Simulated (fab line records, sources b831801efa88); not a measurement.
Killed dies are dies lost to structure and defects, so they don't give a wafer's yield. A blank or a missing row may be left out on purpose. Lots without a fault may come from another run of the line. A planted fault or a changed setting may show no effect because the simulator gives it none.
One fault seen from 2 desks | flow gf180mcu | each desk has only its own numbers; what lay behind them comes last

THE TOOL OWNER'S DESK: cvd_w-01
The tool's own readings at GF_CONTACT_CVD_24 (deposits W, target thk 300 nm, time 90.339 s): means of the sampled wafers that have a number, for each lot that ran on this tool. A lot is out of limits, marked OUT, if its mean lies more than 4 standard deviations from the usual mean; the brackets give that distance.
Columns: A = heater_power_w at GF_CONTACT_CVD_24, usual 835 W; B = susceptor_temp_C at GF_CONTACT_CVD_24, usual 400.00 C
lot  | first seen here | A    | B
L156 | day 17 12:15    | 885  | 399.77
L158 | day 18 04:44    | 969  | 399.86
L159 | day 18 16:50    | 936  | 399.96
L161 | day 18 22:50    | 897  | 400.11
L160 | day 18 23:59    | 899  | 399.92
L170 | day 22 05:48    | 996  | 423.98 (+99 or more) OUT
L171 | day 22 11:39    | 1028 | 424.07 (+99 or more) OUT
This desk's finding: out of limits on L170, L171; first on L170, day 22 05:48 (susceptor_temp_C at GF_CONTACT_CVD_24). In limits: L156, L158, L159, L161, L160.

THE METROLOGY DESK
What the gauges read, lot by lot, whatever tool the lot ran on: means of the sampled wafers that have a number. A lot is out of limits, marked OUT, if its mean lies more than 4 standard deviations from the usual mean; the brackets give that distance.
Columns: A = CONTACT_CVD_00_THK at GF_CONTACT_THK_MEAS_01, usual 299 nm; B = CONTACT_BOW at GF_CONTACT_BOW_MEAS_05, usual 66 um; C = CONTACT_W_RS at GF_CONTACT_RS_MEAS_25, usual 0.379 ohm/sq; D = CONTACT_W_THK at GF_CONTACT_THK_MEAS_26, usual 306 nm
lot  | first seen here | A   | B  | C               | D
L156 | day 16 11:38    | 305 | 67 | 0.383           | 300
L158 | day 17 03:50    | 299 | 70 | 0.380           | 305
L159 | day 17 15:46    | 303 | 68 | 0.381           | 303
L161 | day 17 21:41    | 300 | 67 | 0.384           | 305
L160 | day 17 22:55    | 300 | 66 | 0.381           | 310
L170 | day 21 04:22    | 297 | 72 | 0.251 (-24) OUT | 458 (+30) OUT
L171 | day 21 11:12    | 298 | 65 | 0.250 (-24) OUT | 460 (+31) OUT
L172 | day 22 00:02    | 301 | 66 | 0.381           | 306
L173 | day 22 02:54    | 296 | 63 | 0.379           | 306
L174 | day 22 11:26    | 300 | 67 | 0.383           | 305
L176 | day 23 00:19    | 299 | 64 | 0.383           | 304
This desk's finding: out of limits on L170, L171; first on L170, day 22 05:54 (CONTACT_W_RS at GF_CONTACT_RS_MEAS_25). In limits: L156, L158, L159, L161, L160, L172, L173, L174, L176.

PUT TOGETHER
The tool owner's desk could have raised an alarm at day 22 05:48, on L170, L171.
The metrology desk could have raised an alarm at day 22 05:54, on L170, L171.
Of the lots named, all ran GF_CONTACT_CVD_24 on cvd_w-01.

WHAT THE SIMULATOR HAD PUT IN
Process parameter drift: cvd_w-01, from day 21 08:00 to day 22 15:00, at GF_CONTACT_CVD_24. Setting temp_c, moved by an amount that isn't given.
Lots struck among those shown: L170, L171.
Hours from the fault's start to each desk's first reading out of limits: the tool owner's desk, 22; the metrology desk, 22.
